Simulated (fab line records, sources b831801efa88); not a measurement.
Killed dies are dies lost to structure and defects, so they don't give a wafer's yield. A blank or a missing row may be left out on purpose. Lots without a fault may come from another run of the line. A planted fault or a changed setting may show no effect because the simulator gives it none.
fab line records | flow gf180mcu
record lots=13 wafers=39 last_day=34
route steps=602 shown POLY_GATE@170 NSD@241 CONTACT@312 M1@318
lots that met no fault: from a run of the same line without faults
start_h: hours from the record's first day to the start of the lot's first wafer shown | wait_h: hours since the lot's step before | " the same as in the row above | L1.1+2: a row that stands for several wafers | - no value, or no start given | * or withheld: withheld | < > ~ a bound
route shown NAME@n: a module of which the file shows steps, and the number in the route of the first | usual: mean/standard deviation of fault-free wafers | same: alike in all rows | chamber/n: place in a boat | sites: the reading at each site | _std_site: their standard deviation | _edge_site: outer sites' mean less inner sites' | radius_mm: how far each site lies from the wafer's centre | mask NAME#n: copy n | behind: the tool/chamber that last shaped the wafer | hold: why the lot was held/for how many hours/how that ended | device: the transistor (n, p or np) that didn't switch | end of line: the same wafers' tests at the end of the route | a step without rows: its recipe alone | killed: dies lost to structure and defects at the first sort, not the wafer's yield | map: a wafer's dies, x killed, . not, _ none there
set.NAME: the setting as run; set.NAME@STEP: as run at that earlier step | model.NAME: the simulator's own value behind a step, which no gauge read
steps of the route over a sample of lots; a table a step, a row a wafer
services: from which hour (start_h, from the record's first day; less than 0 if before it) a tool's chamber was out of use, for how many hours, and why
## steps
# step GF_POLY_GATE_ETCH_13
# recipe target=poly-Si target_depth_nm=198.5 stop_on=SiO2 over_etch_frac=0.403 chemistry=HBr/Cl2 icp_w=400 bias_w=100 pressure_mtorr=10 HBr_flow_sccm=150 Cl2_flow_sccm=50 time_s=69.6
# usual drypump_motor_current_A=5.8/0.4 mfc_cl2_sccm=49.99/0.15 oes_product_au=0.988/0.0069 throttle_valve_pct=33.684/0.0098
# columns lot.wafer tool chamber start_h wait_h drypump_motor_current_A mfc_cl2_sccm oes_product_au rf_hours_counter_h throttle_valve_pct
L965.1 rie_si-01 3 201.18 - 6.3 49.93 0.991 73 33.679
L965.2 " 1 " " 5.9 50.17 0.994 3 33.688
L965.4 " 0 " " 6.3 50.08 0.975 4 33.698
L966.1 rie_si-01 2 205.92 - 5.1 50.12 0.980 0 33.691
L966.4 " 0 " " 6.3 50.15 0.989 5 33.686
L966.5 " 0 " " 6.3 50.09 0.985 - 33.680
L970.3 rie_si-01 2 232.33 - 5.1 49.99 0.981 0 33.676
L970.4 " 0 " " 6.3 49.82 0.985 5 33.689
L970.6 " 3 " " 6.3 49.73 0.981 - 33.689
L971.3 rie_si-02 1 238.67 - 5.8 49.82 0.988 39 33.684
L971.4 " 0 " " 6.0 50.07 0.976 39 33.681
L971.6 " 3 " " 6.1 50.25 0.996 - 33.672
L977.1 rie_si-01 3 284.86 - 6.3 49.71 0.994 74 33.688
L977.3 " 1 " " 5.9 49.88 0.994 4 33.687
L977.5 " 3 " " 6.3 49.97 0.992 - 33.674
L979.3 rie_si-02 3 297.83 - 6.1 49.99 0.983 38 33.682
L979.4 " 0 " " 6.0 49.91 0.979 40 33.687
L979.6 " 1 " " 5.8 49.46 0.983 - 33.678
L980.1 rie_si-02 3 302.08 - 6.1 50.06 0.990 38 33.680
L980.5 " 0 " " 6.0 49.77 0.992 - 33.674
L980.6 " 1 " " 5.8 49.90 0.990 - 33.672
L981.2 rie_si-01 0 312.26 - 6.3 50.03 0.981 5 33.684
L981.5 " 1 " " 5.9 49.96 0.998 - 33.663
L981.6 " 0 " " 6.3 49.93 0.995 - 33.685
L983.2 rie_si-02 0 328.46 - 6.0 49.98 0.991 40 33.693
L983.3 " 1 " " 5.7 50.28 0.991 40 33.694
L983.6 " 3 " " 6.0 50.03 0.997 - 33.670
L984.2 rie_si-01 1 335.91 - 5.9 49.80 0.991 5 33.691
L984.3 " 3 " " 6.3 49.97 0.979 74 33.685
L984.4 " 2 " " 5.1 49.85 0.992 1 33.674
L985.1 rie_si-01 2 346.03 - 5.0 49.82 0.992 1 33.685
L985.2 " 0 " " 6.4 49.93 0.982 6 33.697
L985.5 " 1 " " 5.9 49.77 1.005 - 33.685
L986.4 rie_si-01 0 352.78 - 6.3 49.77 0.978 6 33.681
L986.5 " 3 " " 6.3 50.40 0.982 - 33.686
L986.6 " 2 " " 5.0 49.89 0.986 - 33.686
L988.1 rie_si-02 0 365.03 - 6.0 50.09 0.981 40 33.685
L988.2 " 3 " " 6.1 50.37 0.997 39 33.699
L988.3 " 2 " " 5.5 50.12 0.999 0 33.692
# step GF_NSD_DEVELOP_06
# recipe develop_time_s=60 dev_temp_c=23
# columns lot.wafer tool chamber start_h wait_h
L965.1+2+4 litho_track-02 0 303.38 0.1
L966.1+4+5 litho_track-01 0 307.39 0.1
L970.3+4+6 litho_track-03 0 337.56 0.1
L971.3+4+6 litho_track-03 0 344.86 0.1
L977.1+3+5 litho_track-02 0 396.67 0.1
L979.3+4+6 litho_track-03 0 415.96 0.1
L980.1+5+6 litho_track-03 0 420.41 0.1
L981.2+5+6 litho_track-01 0 430.51 0.1
L983.2+3+6 litho_track-03 0 450.88 0.1
L984.2+3+4 litho_track-01 0 458.66 0.1
L985.1+2+5 litho_track-03 0 468.80 0.1
L986.4+5+6 litho_track-03 0 478.38 0.1
L988.1+2+3 litho_track-03 0 492.40 0.1
# step GF_NSD_CD_MEAS_07
# recipe target_cd_nm=400
# usual cd_nm=401.4/2.3
# columns lot.wafer tool chamber start_h wait_h cd_nm
L965.1 cd_sem-02 - 303.53 0.1 402.9
L965.2 " - " " 405.0
L965.4 " - " " 402.3
L966.1 cd_sem-02 - 307.54 0.1 404.2
L966.4 " - " " 401.4
L966.5 " - " " 400.4
L970.3 cd_sem-02 - 337.70 0.1 410.5
L970.4 " - " " 407.0
L970.6 " - " " 409.5
L971.3 cd_sem-02 - 345.00 0.1 410.4
L971.4 " - " " 410.3
L971.6 " - " " 410.6
L977.1 cd_sem-02 - 396.82 0.1 403.6
L977.3 " - " " 402.8
L977.5 " - " " 402.8
L979.3 cd_sem-01 - 416.10 0.1 400.2
L979.4 " - " " 401.8
L979.6 " - " " 401.5
L980.1 cd_sem-02 - 420.56 0.1 401.4
L980.5 " - " " 402.2
L980.6 " - " " 402.5
L981.2 cd_sem-01 - 430.66 0.1 399.8
L981.5 " - " " 397.9
L981.6 " - " " 399.8
L983.2 cd_sem-01 - 451.03 0.1 399.7
L983.3 " - " " 402.2
L983.6 " - " " 400.2
L984.2 cd_sem-01 - 458.81 0.1 400.4
L984.3 " - " " 400.2
L984.4 " - " " 400.7
L985.1 cd_sem-01 - 468.95 0.1 398.2
L985.2 " - " " 399.4
L985.5 " - " " 399.2
L986.4 cd_sem-01 - 478.57 0.2 405.4
L986.5 " - " " 401.9
L986.6 " - " " 405.1
L988.1 cd_sem-01 - 492.67 0.2 394.2
L988.2 " - " " 394.6
L988.3 " - " " 398.4
# step GF_CONTACT_RS_MEAS_25
# recipe thk_meas_gauge=four-point-probe reads=W_of_CONTACT_CVD_24+TiN_of_CONTACT_SPUTTER_23+Ti_of_CONTACT_SPUTTER_22
# usual CONTACT_W_RS=0.379/0.004
# columns lot.wafer tool chamber start_h wait_h CONTACT_W_RS[ohm/sq]
L965.1 film_metro-01 - 370.12 0.1 0.379
L965.2 " - " " 0.373
L965.4 " - " " 0.381
L966.1 film_metro-04 - 374.98 0.1 0.387
L966.4 " - " " 0.383
L966.5 " - " " 0.388
L970.3 film_metro-02 - 409.37 0.1 0.374
L970.4 " - " " 0.382
L970.6 " - " " 0.373
L971.3 film_metro-02 - 417.26 0.1 0.377
L971.4 " - " " 0.380
L971.6 " - " " 0.375
L977.1 film_metro-04 - 473.29 0.1 0.372
L977.3 " - " " 0.380
L977.5 " - " " 0.376
L979.3 film_metro-02 - 492.76 0.1 0.386
L979.4 " - " " 0.382
L979.6 " - " " 0.382
L980.1 film_metro-01 - 497.44 0.1 0.382
L980.5 " - " " 0.379
L980.6 " - " " 0.382
L981.2 film_metro-04 - 506.37 0.1 0.379
L981.5 " - " " 0.375
L981.6 " - " " 0.376
L983.2 film_metro-01 - 525.39 0.1 0.375
L983.3 " - " " 0.384
L983.6 " - " " 0.382
L984.2 film_metro-02 - 533.67 0.1 0.381
L984.3 " - " " 0.380
L984.4 " - " " 0.380
L985.1 film_metro-04 - 541.97 0.1 0.387
L985.2 " - " " 0.381
L985.5 " - " " 0.383
L986.4 film_metro-02 - 552.09 0.1 0.378
L986.5 " - " " 0.374
L986.6 " - " " 0.380
L988.1 film_metro-02 - 565.03 0.1 0.384
L988.2 " - " " 0.379
L988.3 " - " " 0.383
# step GF_M1_SPUTTER_03
# recipe material=Ti target_thk_nm=10 substrate_temp_c=300 chamber_pressure_pa=0.3 power_w=3000 time_s=6.7
# usual throttle_valve_pct=30.2/1.3
# columns lot.wafer tool chamber start_h wait_h throttle_valve_pct
L965.1 pvd_sputter-03 - 370.76 0.0 30.5
L965.2 " - " " 29.2
L965.4 " - " " 29.9
L966.1 pvd_sputter-03 - 375.62 0.0 29.1
L966.4 " - " " 30.4
L966.5 " - " " 30.5
L970.3 pvd_sputter-03 - 409.97 0.0 29.1
L970.4 " - " " 30.4
L970.6 " - " " 30.3
L971.3 pvd_sputter-02 - 418.16 0.0 31.2
L971.4 " - " " 28.6
L971.6 " - " " 28.3
L977.1 pvd_sputter-01 - 473.93 0.0 30.9
L977.3 " - " " 30.8
L977.5 " - " " 31.0
L979.3 pvd_sputter-02 - 493.36 0.0 32.7
L979.4 " - " " 30.0
L979.6 " - " " 32.7
L980.1 pvd_sputter-02 - 498.08 0.0 28.3
L980.5 " - " " 29.8
L980.6 " - " " 31.2
L981.2 pvd_sputter-01 - 506.99 0.0 30.1
L981.5 " - " " 28.6
L981.6 " - " " 30.0
L983.2 pvd_sputter-02 - 526.01 0.0 32.8
L983.3 " - " " 31.0
L983.6 " - " " 30.7
L984.2 pvd_sputter-02 - 534.30 0.0 28.4
L984.3 " - " " 30.2
L984.4 " - " " 32.4
L985.1 pvd_sputter-03 - 542.61 0.0 30.4
L985.2 " - " " 29.9
L985.5 " - " " 29.1
L986.4 pvd_sputter-01 - 552.68 0.0 30.8
L986.5 " - " " 28.6
L986.6 " - " " 30.7
L988.1 pvd_sputter-02 - 565.67 0.0 30.1
L988.2 " - " " 28.5
L988.3 " - " " 31.2
## services
# columns tool chamber start_h hours kind
pvd_sputter-02 3 189.16 - consumable_replace:kit
pvd_sputter-02 3 189.16 18.0 scheduled_down
pvd_sputter-02 3 189.16 18.0 vent_cycle
pvd_sputter-02 - 208.52 15.9 repair
pvd_sputter-03 - 253.31 6.1 repair
rie_si-01 - 290.29 0.5 repair
pvd_sputter-03 - 293.14 2.5 repair
pvd_sputter-03 - 305.15 3.3 repair
pvd_sputter-01 - 395.83 8.4 repair
rie_si-01 3 417.97 - clean
rie_si-01 3 417.97 17.6 scheduled_down
rie_si-01 3 417.97 17.6 vent_cycle
pvd_sputter-02 2 418.22 - consumable_replace:kit
pvd_sputter-02 2 418.22 18.0 scheduled_down
rie_si-02 - 443.15 2.8 pm
rie_si-01 0 455.52 5.9 repair
rie_si-02 3 469.82 2.2 repair
pvd_sputter-03 - 473.95 0.7 repair
rie_si-01 1 481.77 1.1 repair
rie_si-01 2 496.91 4.6 repair
rie_si-01 - 526.88 0.4 repair
pvd_sputter-03 - 527.55 2.9 repair
pvd_sputter-02 - 538.49 8.1 repair
pvd_sputter-01 - 554.01 1.5 repair
## key
first_sign step=GF_NSD_CD_MEAS_07 reading=cd_nm direction=up sigmas=3.7 usual=401.4 struck=409.7
effect none on later readings
met_at GF_NSD_DEVELOP_06
struck_lots L970,L971
tester_left_out L970,L971
not_acting_at GF_POLY_GATE_ETCH_13,GF_CONTACT_RS_MEAS_25,GF_M1_SPUTTER_03
fault kind=process_parameter_drift tool=litho_track-03 chamber=- onset_h=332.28 steps=GF_NSD_DEVELOP_06 channel=develop_time_s offset=* shape=step end_h=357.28 acts_in=* stated=*
# tester_left_out: of these lots the tester's yield and bins aren't shown, on N5 and GAA mostly nor the transistor test; their killed dies are dies lost to structure and defects alone, not to doping, threshold or leakage, so they don't give the yield
